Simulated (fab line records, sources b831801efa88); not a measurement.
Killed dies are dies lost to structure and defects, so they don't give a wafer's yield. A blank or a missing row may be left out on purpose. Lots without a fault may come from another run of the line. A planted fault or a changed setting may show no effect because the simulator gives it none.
fab line records | flow sky130
record lots=13 wafers=39 last_day=50
route steps=708 shown POLY_GATE@205 SPACER@305 RES_XHIGH@340 SD_N@353 LI_CONTACT@382
lots that met no fault: from a run of the same line without faults
start_h: hours from the record's first day to the start of the lot's first wafer shown | wait_h: hours since the lot's step before | " the same as in the row above | L1.1+2: a row that stands for several wafers | - no value, or no start given | * or withheld: withheld | < > ~ a bound
route shown NAME@n: a module of which the file shows steps, and the number in the route of the first | usual: mean/standard deviation of fault-free wafers | same: alike in all rows | chamber/n: place in a boat | sites: the reading at each site | _std_site: their standard deviation | _edge_site: outer sites' mean less inner sites' | radius_mm: how far each site lies from the wafer's centre | mask NAME#n: copy n | behind: the tool/chamber that last shaped the wafer | hold: why the lot was held/for how many hours/how that ended | device: the transistor (n, p or np) that didn't switch | end of line: the same wafers' tests at the end of the route | a step without rows: its recipe alone | killed: dies lost to structure and defects at the first sort, not the wafer's yield | map: a wafer's dies, x killed, . not, _ none there
set.NAME: the setting as run; set.NAME@STEP: as run at that earlier step | model.NAME: the simulator's own value behind a step, which no gauge read
steps of the route over a sample of lots; a table a step, a row a wafer
services: from which hour (start_h, from the record's first day; less than 0 if before it) a tool's chamber was out of use, for how many hours, and why
## steps
# step SKY_POLY_GATE_THK_MEAS_01
# recipe reads=poly-Si_of_POLY_GATE_CVD_00
# usual POLY_GATE_CVD_00_THK=180.4/2.1
# columns lot.wafer tool chamber start_h wait_h POLY_GATE_CVD_00_THK[nm]
L156.1 film_metro-02 - 342.53 0.0 183.5
L156.2 " - " " 181.5
L156.3 " - " " 183.2
L157.1 film_metro-02 - 345.82 0.0 179.8
L157.3 " - " " 178.5
L157.6 " - " " 178.1
L158.4 film_metro-01 - 350.06 0.0 179.2
L158.5 " - " " 178.3
L158.6 " - " " 178.7
L159.2 film_metro-02 - 365.60 0.0 181.2
L159.3 " - " " 182.2
L159.4 " - " " 182.4
L161.3 film_metro-01 - 385.23 0.0 180.8
L161.4 " - " " 184.6
L161.5 " - " " 182.3
L168.1 film_metro-04 - 441.30 0.0 178.1
L168.2 " - " " 178.3
L168.4 " - " " 179.2
L171.1 film_metro-02 - 454.77 0.0 177.3
L171.2 " - " " 177.2
L171.5 " - " " 176.6
L172.1 film_metro-04 - 457.47 0.0 177.3
L172.5 " - " " 178.2
L172.6 " - " " 178.1
L173.1 film_metro-04 - 473.86 0.0 180.6
L173.3 " - " " 179.7
L173.5 " - " " 179.5
L174.1 film_metro-01 - 478.13 0.0 178.5
L174.3 " - " " 180.6
L174.6 " - " " 182.4
L177.2 film_metro-02 - 492.23 0.0 180.4
L177.3 " - " " 181.7
L177.5 " - " " 179.9
L176.1 film_metro-04 - 493.42 0.0 179.7
L176.2 " - " " 180.4
L176.4 " - " " 179.1
L178.1 film_metro-01 - 514.37 0.0 177.8
L178.4 " - " " 178.2
L178.5 " - " " 176.5
# step SKY_SPACER_THK_MEAS_01
# recipe reads=Si3N4_of_SPACER_CVD_00
# usual SPACER_CVD_00_THK=43.2/0.36
# columns lot.wafer tool chamber start_h wait_h SPACER_CVD_00_THK[nm]
L156.1 film_metro-03 - 556.88 0.0 43.1
L156.2 " - " " 43.0
L156.3 " - " " 42.9
L157.1 film_metro-03 - 561.08 0.0 43.1
L157.3 " - " " 42.9
L157.6 " - " " 43.4
L158.4 film_metro-03 - 567.55 0.0 43.4
L158.5 " - " " 43.3
L158.6 " - " " 43.0
L159.2 film_metro-03 - 584.72 0.0 42.8
L159.3 " - " " 43.1
L159.4 " - " " 42.7
L161.3 film_metro-03 - 606.38 0.0 43.8
L161.4 " - " " 43.8
L161.5 " - " " 43.4
L168.1 film_metro-03 - 657.70 0.0 43.1
L168.2 " - " " 43.7
L168.4 " - " " 43.7
L171.1 film_metro-01 - 669.53 0.0 43.6
L171.2 " - " " 43.5
L171.5 " - " " 43.8
L172.1 film_metro-04 - 669.53 0.0 42.9
L172.5 " - " " 43.2
L172.6 " - " " 42.8
L173.1 film_metro-03 - 689.62 0.0 43.0
L173.3 " - " " 43.3
L173.5 " - " " 42.8
L174.1 film_metro-04 - 693.47 0.0 43.0
L174.3 " - " " 43.0
L174.6 " - " " 42.7
L177.2 film_metro-01 - 704.73 0.0 42.7
L177.3 " - " " 42.8
L177.5 " - " " 43.2
L176.1 film_metro-03 - 708.10 0.0 42.8
L176.2 " - " " 42.7
L176.4 " - " " 42.9
L178.1 film_metro-03 - 722.52 0.0 43.5
L178.4 " - " " 43.1
L178.5 " - " " 43.3
# step SKY_RES_XHIGH_STRIP_08
# recipe chemistry=O2/N2 power_w=1400 pressure_mtorr=1500 platen_temp_c=withheld o2_flow_sccm=3000 n2_flow_sccm=300 overash_fraction=0.5
# usual drypump_motor_current_A=5.6/0.36 oes_product_au=0.710/0.0044 strip_time_to_endpoint_s=14.28/0.049
# columns lot.wafer tool chamber start_h wait_h drypump_motor_current_A oes_product_au rf_hours_counter_h strip_time_to_endpoint_s
L156.1 plasma_asher-02 1 644.34 0.1 5.4 0.714 94 14.27
L156.2 " 0 " " 6.4 0.709 94 14.26
L156.3 " 1 " " 5.4 0.703 - 14.35
L157.1 plasma_asher-02 1 649.95 0.1 5.4 0.710 95 14.27
L157.3 " 1 " " 5.4 0.710 - 14.32
L157.6 " 0 " " 6.4 0.714 - 14.26
L158.4 plasma_asher-04 1 656.72 0.1 5.8 0.706 - 14.27
L158.5 " 0 " " 5.4 0.713 - 14.28
L158.6 " 1 " " 5.8 0.706 - 14.25
L159.2 plasma_asher-01 0 671.76 0.1 5.4 0.707 56 14.24
L159.3 " 1 " " 5.3 0.704 - 14.26
L159.4 " 0 " " 5.4 0.718 - 14.27
L161.3 plasma_asher-02 0 691.99 0.1 6.4 0.914 - -
L161.4 " 1 " " 5.4 0.916 - -
L161.5 " 0 " " 6.4 0.922 - -
L168.1 plasma_asher-01 0 741.01 0.1 5.4 0.718 63 14.32
L168.2 " 1 " " 5.3 0.709 63 14.30
L168.4 " 0 " " 5.4 0.713 - 14.28
L171.1 plasma_asher-04 1 752.91 0.1 5.8 0.710 92 14.24
L171.2 " 0 " " 5.4 0.705 92 14.22
L171.5 " 1 " " 5.8 0.705 - 14.23
L172.1 plasma_asher-02 1 753.41 0.1 5.4 0.712 1 14.23
L172.5 " 1 " " 5.4 0.703 - 14.24
L172.6 " 0 " " 6.3 0.715 - 14.28
L173.1 plasma_asher-04 1 772.66 0.1 5.8 0.707 94 14.33
L173.3 " 0 " " 5.4 0.713 - 14.33
L173.5 " 0 " " 5.4 0.708 - 14.32
L174.1 plasma_asher-01 0 774.68 0.1 5.4 0.711 66 14.29
L174.3 " 0 " " 5.4 0.708 - 14.32
L174.6 " 1 " " 5.3 0.710 - 14.31
L177.2 plasma_asher-02 0 787.13 0.1 6.4 0.706 5 14.20
L177.3 " 1 " " 5.4 0.704 - 14.14
L177.5 " 1 " " 5.4 0.698 - 14.19
L176.1 plasma_asher-01 1 789.06 0.1 5.3 0.711 68 14.40
L176.2 " 0 " " 5.4 0.707 68 14.32
L176.4 " 1 " " 5.3 0.716 - 14.31
L178.1 plasma_asher-02 1 805.76 0.1 5.4 0.713 6 14.23
L178.4 " 1 " " 5.4 0.708 - 14.23
L178.5 " 1 " " 5.4 0.720 - 14.21
# step SKY_SD_N_STRIP_11
# recipe chemistry=O2/N2 power_w=1400 pressure_mtorr=1500 platen_temp_c=withheld o2_flow_sccm=3000 n2_flow_sccm=300 overash_fraction=0.5
# usual drypump_motor_current_A=5.5/0.36 oes_product_au=0.527/0.0044 strip_time_to_endpoint_s=22.54/0.043
# columns lot.wafer tool chamber start_h wait_h drypump_motor_current_A oes_product_au rf_hours_counter_h strip_time_to_endpoint_s
L156.1 plasma_asher-03 1 673.02 0.1 5.4 0.512 24 22.48
L156.2 " 0 " " 5.3 0.525 24 22.46
L156.3 " 0 " " 5.3 0.527 - 22.52
L157.1 plasma_asher-03 1 678.94 0.1 5.4 0.531 25 22.56
L157.3 " 1 " " 5.4 0.526 - 22.55
L157.6 " 1 " " 5.4 0.523 - 22.57
L158.4 plasma_asher-03 1 685.67 0.1 5.4 0.528 - 22.61
L158.5 " 0 " " 5.3 0.536 - 22.62
L158.6 " 1 " " 5.4 0.526 - 22.57
L159.2 plasma_asher-03 1 699.84 0.1 5.4 0.519 27 22.61
L159.3 " 0 " " 5.3 0.535 - 22.57
L159.4 " 1 " " 5.4 0.538 - 22.61
L161.3 plasma_asher-01 1 719.75 0.1 5.3 0.575 - 29.14
L161.4 " 0 " " 5.4 0.576 - 29.17
L161.5 " 1 " " 5.3 0.571 - 29.14
L168.1 plasma_asher-03 0 769.46 0.1 5.2 0.520 33 22.55
L168.2 " 1 " " 5.4 0.531 33 22.58
L168.4 " 1 " " 5.4 0.531 - 22.56
L171.1 plasma_asher-03 1 780.19 0.1 5.4 0.532 34 22.51
L171.2 " 0 " " 5.3 0.527 34 22.51
L171.5 " 0 " " 5.3 0.530 - 22.51
L172.1 plasma_asher-02 1 780.72 0.1 5.4 0.532 4 22.54
L172.5 " 1 " " 5.4 0.525 - 22.57
L172.6 " 0 " " 6.3 0.526 - 22.56
L173.1 plasma_asher-01 1 799.99 0.1 5.3 0.527 69 22.48
L173.3 " 0 " " 5.4 0.523 - 22.49
L173.5 " 1 " " 5.3 0.529 - 22.52
L174.1 plasma_asher-03 1 801.52 0.1 5.4 0.535 36 22.45
L174.3 " 0 " " 5.3 0.530 - 22.44
L174.6 " 0 " " 5.3 0.536 - 22.48
L177.2 plasma_asher-01 1 813.82 0.1 5.3 0.523 71 22.48
L177.3 " 0 " " 5.4 0.527 - 22.49
L177.5 " 1 " " 5.3 0.528 - 22.48
L176.1 plasma_asher-02 1 815.27 0.1 5.4 0.528 7 22.56
L176.2 " 0 " " 6.3 0.529 7 22.56
L176.4 " 1 " " 5.4 0.532 - 22.53
L178.1 plasma_asher-01 0 832.87 0.1 5.4 0.525 73 22.45
L178.4 " 0 " " 5.3 0.532 - 22.49
L178.5 " 0 " " 5.3 0.530 - 22.53
# step SKY_SD_N_TW_MEAS_12
# usual SD_N_TW=3922/24
# columns lot.wafer tool chamber start_h wait_h SD_N_TW
L156.1 film_metro-04 - 673.12 0.1 3946
L156.2 " - " " 3948
L156.3 " - " " 3953
L157.1 film_metro-02 - 679.04 0.1 3909
L157.3 " - " " 3903
L157.6 " - " " 3918
L158.4 film_metro-02 - 685.77 0.1 3902
L158.5 " - " " 3911
L158.6 " - " " 3915
L159.2 film_metro-02 - 699.95 0.1 3928
L159.3 " - " " 3940
L159.4 " - " " 3905
L161.3 film_metro-04 - 719.84 0.1 30
L161.4 " - " " 30
L161.5 " - " " 30
L168.1 film_metro-01 - 769.56 0.1 3918
L168.2 " - " " 3917
L168.4 " - " " 3920
L171.1 film_metro-01 - 780.29 0.1 3926
L171.2 " - " " 3913
L171.5 " - " " 3897
L172.1 film_metro-02 - 780.82 0.1 3913
L172.5 " - " " 3902
L172.6 " - " " 3926
L173.1 film_metro-01 - 800.09 0.1 3947
L173.3 " - " " 3945
L173.5 " - " " 3922
L174.1 film_metro-02 - 801.62 0.1 3899
L174.3 " - " " 3896
L174.6 " - " " 3879
L177.2 film_metro-01 - 813.93 0.1 3925
L177.3 " - " " 3927
L177.5 " - " " 3929
L176.1 film_metro-02 - 815.37 0.1 3885
L176.2 " - " " 3885
L176.4 " - " " 3894
L178.1 film_metro-02 - 832.97 0.1 3902
L178.4 " - " " 3896
L178.5 " - " " 3903
# step SKY_LI_CONTACT_SPUTTER_20
# recipe material=TiN target_thk_nm=20 chamber_pressure_pa=5 power_w=4000 time_s=80
# usual throttle_valve_pct=29.9/0.65
# columns lot.wafer tool chamber start_h wait_h throttle_valve_pct
L156.1 pvd_sputter-02 - 702.74 0.0 29.1
L156.2 " - " " 30.5
L156.3 " - " " 29.3
L157.1 pvd_sputter-01 - 708.69 0.0 29.6
L157.3 " - " " 30.9
L157.6 " - " " 30.9
L158.4 pvd_sputter-01 - 714.74 0.0 30.3
L158.5 " - " " 30.9
L158.6 " - " " 30.2
L159.2 pvd_sputter-02 - 728.89 0.0 30.1
L159.3 " - " " 30.5
L159.4 " - " " 28.9
L161.3 pvd_sputter-02 - 749.11 0.0 29.3
L161.4 " - " " 29.6
L161.5 " - " " 29.4
L168.1 pvd_sputter-01 - 797.79 0.0 30.6
L168.2 " - " " 30.3
L168.4 " - " " 29.2
L171.1 pvd_sputter-02 - 808.59 0.0 30.6
L171.2 " - " " 29.3
L171.5 " - " " 30.5
L172.1 pvd_sputter-02 - 809.24 0.0 28.9
L172.5 " - " " 28.8
L172.6 " - " " 30.7
L173.1 pvd_sputter-02 - 828.11 0.0 30.4
L173.3 " - " " 29.5
L173.5 " - " " 29.3
L174.1 pvd_sputter-02 - 830.34 0.0 30.5
L174.3 " - " " 29.6
L174.6 " - " " 30.4
L177.2 pvd_sputter-02 - 842.23 0.0 29.3
L177.3 " - " " 30.5
L177.5 " - " " 30.4
L176.1 pvd_sputter-02 - 844.45 0.0 29.9
L176.2 " - " " 30.7
L176.4 " - " " 28.9
L178.1 pvd_sputter-01 - 861.25 0.0 29.5
L178.4 " - " " 30.3
L178.5 " - " " 30.1
## services
# columns tool chamber start_h hours kind
pvd_sputter-01 - 648.81 14.7 repair
plasma_asher-01 - 665.34 1.1 repair
plasma_asher-04 - 669.09 1.5 repair
pvd_sputter-02 2 707.06 - consumable_replace:kit
pvd_sputter-02 2 707.06 18.0 scheduled_down
pvd_sputter-02 2 707.06 18.0 vent_cycle
plasma_asher-03 - 719.11 4.5 repair
plasma_asher-02 - 733.75 9.0 pm
plasma_asher-02 0 733.75 9.0 vent_cycle
plasma_asher-02 1 733.75 9.0 vent_cycle
plasma_asher-02 0 742.75 - clean
plasma_asher-02 1 742.75 - clean
pvd_sputter-01 - 773.00 3.9 repair
plasma_asher-04 - 779.48 10.0 repair
plasma_asher-04 - 826.84 14.6 pm
plasma_asher-02 - 837.64 1.6 repair
## key
first_sign step=SKY_RES_XHIGH_STRIP_08 reading=oes_product_au direction=up sigmas=48 usual=0.710 struck=0.917
effect step=SKY_SD_N_STRIP_11 reading=strip_time_to_endpoint_s direction=up sigmas=99+ usual=* struck=*
effect step=SKY_SD_N_TW_MEAS_12 reading=SD_N_TW direction=down sigmas=99+ usual=3922 struck=30
met_at SKY_RES_XHIGH_STRIP_08
struck_lots L161
sort_left_out L161.3,L161.4,L161.5
tester_left_out L161
not_acting_at SKY_POLY_GATE_THK_MEAS_01,SKY_SPACER_THK_MEAS_01,SKY_LI_CONTACT_SPUTTER_20
onset_between 649.95 691.99
fault kind=strip_aborted tool=plasma_asher-02 chamber=- onset_h=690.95 steps=SKY_RES_XHIGH_STRIP_08 offset=0.64623 end_h=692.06
# tester_left_out: of these lots the tester's yield and bins aren't shown, on N5 and GAA mostly nor the transistor test; their killed dies are dies lost to structure and defects alone, not to doping, threshold or leakage, so they don't give the yield
# sort_left_out: the simulated sort isn't trusted on such a fault, so these wafers' sort isn't shown, and their yield isn't known
